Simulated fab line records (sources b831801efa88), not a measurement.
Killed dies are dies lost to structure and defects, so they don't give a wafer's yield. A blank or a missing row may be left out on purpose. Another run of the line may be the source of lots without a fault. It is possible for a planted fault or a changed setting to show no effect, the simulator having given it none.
Shared-tool check ; flow sky130 ; 11 lots, 33 wafers sampled

WHY THIS WAS OPENED
Of 11 lots, 2 have the reading POLY_GATE_TW flagged at SKY_RES_PROTECT_TW_MEAS_08. No-fault wafers: 4056, standard deviation 53.
Rule: flag the lot when none of its wafers has a number, or when each of its wafers that has one lies beyond 4 standard deviations from that mean. As for the other lots, they are considered sound.

lot;measured;on;POLY_GATE_TW, wafer by wafer;flag
L909;day 15 19:16;film_metro-03;3962 3957 3969;
L910;day 16 03:50;film_metro-04;4074 4078 4072;
L912;day 16 19:26;film_metro-03;3989 4013 3988;
L913;day 17 01:59;film_metro-04;4136 4103 4140;
L915;day 17 23:36;film_metro-04;4115 4147 4145;
L921;day 20 15:11;film_metro-04;4125 4129 4136;
L923;day 21 11:02;film_metro-03;3638 3660 3647;FLAGGED
L924;day 21 22:32;film_metro-04;3758 3760 3743;FLAGGED
L925;day 21 23:13;film_metro-04;4094 4100 4105;
L929;day 22 23:35;film_metro-02;4028 4051 4040;
L932;day 23 19:47;film_metro-04;4119 4105 4087;
Average over the flagged lots: 3701; offset from the usual -355, equal to -7 standard deviations.

TOOL THAT RAN EACH LOT
Before the reading, the record contains 2 process steps out of a 708-step route. Each cell gives the tool, then ch followed by the chambers the sampled wafers passed through, then the start.
lot;flag;SKY_POLY_GATE_IMPLANT_02;SKY_RES_PROTECT_STRIP_07
L909;;implanter-01 ch 0, day 15 19:01;plasma_asher-02 ch 0,1, day 15 19:10
L910;;implanter-04 ch 0, day 16 03:35;plasma_asher-02 ch 0,1, day 16 03:44
L912;;implanter-04 ch 0, day 16 19:11;plasma_asher-01 ch 0,1, day 16 19:20
L913;;implanter-02 ch 0, day 17 01:44;plasma_asher-02 ch 0,1, day 17 01:53
L915;;implanter-01 ch 0, day 17 23:22;plasma_asher-01 ch 0,1, day 17 23:29
L921;;implanter-04 ch 0, day 20 14:56;plasma_asher-04 ch 0,1, day 20 15:05
L923;FLAGGED;implanter-04 ch 0, day 21 10:49;plasma_asher-01 ch 0,1, day 21 10:56
L924;FLAGGED;implanter-04 ch 0, day 21 22:17;plasma_asher-01 ch 0,1, day 21 22:26
L925;;implanter-01 ch 0, day 21 22:59;plasma_asher-01 ch 0,1, day 21 23:07
L929;;implanter-01 ch 0, day 22 23:20;plasma_asher-04 ch 0,1, day 22 23:29
L932;;implanter-01 ch 0, day 23 19:34;plasma_asher-02 ch 0,1, day 23 19:41
What is done by these steps:
- SKY_POLY_GATE_IMPLANT_02
- SKY_RES_PROTECT_STRIP_07: strips in O2/N2.
- SKY_RES_PROTECT_TW_MEAS_08

FLAGGED OVER TOTAL, TOOL BY TOOL (the gauges that took the reading come last)
step;tool;lots run;flagged;share of the flagged lots;sound lots run after its first flagged lot
SKY_POLY_GATE_IMPLANT_02;implanter-01;5;0;none;-
SKY_POLY_GATE_IMPLANT_02;implanter-02;1;0;none;-
SKY_POLY_GATE_IMPLANT_02;implanter-04;5;2;all;0
SKY_RES_PROTECT_STRIP_07;plasma_asher-01;5;2;all;1 (L925)
SKY_RES_PROTECT_STRIP_07;plasma_asher-02;4;0;none;-
SKY_RES_PROTECT_STRIP_07;plasma_asher-04;2;0;none;-
SKY_RES_PROTECT_TW_MEAS_08;film_metro-02;1;0;none;-
SKY_RES_PROTECT_TW_MEAS_08;film_metro-03;3;1;some;0
SKY_RES_PROTECT_TW_MEAS_08;film_metro-04;7;1;some;2 (L925,L932)

WHAT THE TABLE ALLOWS
Rows of the table that ran all the flagged lots, 2 in number: implanter-04 at SKY_POLY_GATE_IMPLANT_02; plasma_asher-01 at SKY_RES_PROTECT_STRIP_07.
- implanter-04 at SKY_POLY_GATE_IMPLANT_02: 2 of its 5 lots flagged. It ran its last sound lot, L921, at day 20 14:56 and its first flagged lot, L923, at day 21 10:49: a fault with its onset between the two fits. Its own readings (beam_on_s, dose_ions_cm2, end_station_pressure_torr) fall more than 4 standard deviations out on all wafers of the flagged lots.
- plasma_asher-01 at SKY_RES_PROTECT_STRIP_07: 2 of its 5 lots flagged. Sound lots followed the first flagged one (L925) on it, something a lasting fault affecting the whole tool could not allow. Its own readings (oes_product_au, strip_time_to_endpoint_s) fall more than 4 standard deviations out on all wafers of the flagged lots.
Just one tool remains: implanter-04 at SKY_POLY_GATE_IMPLANT_02.

WHAT THE SIMULATOR HAD PUT IN
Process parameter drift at SKY_POLY_GATE_IMPLANT_02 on implanter-04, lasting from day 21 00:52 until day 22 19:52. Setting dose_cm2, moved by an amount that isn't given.
Struck lots among those shown: L923, L924. The rule above reached the same finding.
